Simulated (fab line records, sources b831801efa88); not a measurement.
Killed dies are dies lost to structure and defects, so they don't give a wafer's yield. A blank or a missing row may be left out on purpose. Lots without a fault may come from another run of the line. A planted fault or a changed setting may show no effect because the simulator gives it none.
One fault seen from 2 desks | flow sky130 | each desk has only its own numbers; what lay behind them comes last

THE METROLOGY DESK
What the gauges read, lot by lot, whatever tool the lot ran on: means of the sampled wafers that have a number. A lot is out of limits, marked OUT, if its mean lies more than 4 standard deviations from the usual mean; the brackets give that distance.
Columns: A = cd_nm at SKY_POLY_GATE_CD_MEAS_22, usual 150.0 nm; B = LDD_P_OVL at SKY_LDD_P_OVL_MEAS_08, usual -0.9 nm
lot  | first seen here | A     | B
L578 | day 16 18:25    | 147.4 | -0.3
L580 | day 17 10:17    | 149.9 | -1.8
L582 | day 17 15:49    | 150.6 | -2.1
L581 | day 17 15:50    | 149.6 | -1.1
L583 | day 18 15:02    | 146.7 | 0.1
L585 | day 19 08:19    | 149.8 | -1.8
L587 | day 20 00:23    | 152.1 | -0.6
L588 | day 20 05:33    | 149.8 | -0.6
L589 | day 20 19:49    | 151.3 | -2.0
L590 | day 20 21:58    | 149.2 | -3.9
L591 | day 21 08:52    | 151.7 | -1.9
L592 | day 21 19:17    | 150.2 | -0.5
L599 | day 24 03:03    | 151.3 | -0.6
L600 | day 24 07:41    | 148.0 | -0.2
This desk's finding: nothing out of limits on any of the 14 lots.

THE TOOL OWNER'S DESK: implanter-01
The tool's own readings at SKY_LDD_N_IMPLANT_14: means of the sampled wafers that have a number, for each lot that ran on this tool. A lot is out of limits, marked OUT, if its mean lies more than 4 standard deviations from the usual mean; the brackets give that distance.
Columns: A = dose_ions_cm2 at SKY_LDD_N_IMPLANT_14, usual 5e+12; B = faraday_current_uA at SKY_LDD_N_IMPLANT_14, usual 28.2; C = tilt_deg at SKY_LDD_N_IMPLANT_14, usual 30.000 degrees
lot  | first seen here | A                       | B              | C
L578 | day 18 00:11    | 5e+12                   | 28.5           | 30.011
L580 | day 18 16:50    | 5e+12                   | 28.6           | 30.002
L582 | day 18 22:58    | 5e+12                   | 27.8           | 30.022
L583 | day 19 22:54    | 5e+12                   | 28.6           | 29.991
L587 | day 21 08:09    | 5e+12                   | 28.5           | 29.988
L588 | day 21 13:38    | 5e+12                   | 28.6           | 29.989
L591 | day 22 16:49    | 4e+12 (-99 or more) OUT | 20.8 (-13) OUT | 29.996
L592 | day 23 02:36    | 4e+12 (-99 or more) OUT | 21.1 (-13) OUT | 30.019
This desk's finding: out of limits on L591, L592; first on L591, day 22 16:49 (dose_ions_cm2 at SKY_LDD_N_IMPLANT_14). In limits: L578, L580, L582, L583, L587, L588.

PUT TOGETHER
The tool owner's desk could have raised an alarm at day 22 16:49, on L591, L592.
The metrology desk saw nothing out of limits.
The metrology desk has L591, L592 on record, within its limits.
Of the lots named, all ran SKY_LDD_N_IMPLANT_14 on implanter-01.

WHAT THE SIMULATOR HAD PUT IN
Process parameter drift: implanter-01, from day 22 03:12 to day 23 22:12, at SKY_LDD_N_IMPLANT_14. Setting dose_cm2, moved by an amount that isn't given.
Lots struck among those shown: L591, L592.
Hours from the fault's start to each desk's first reading out of limits: the tool owner's desk, 14.
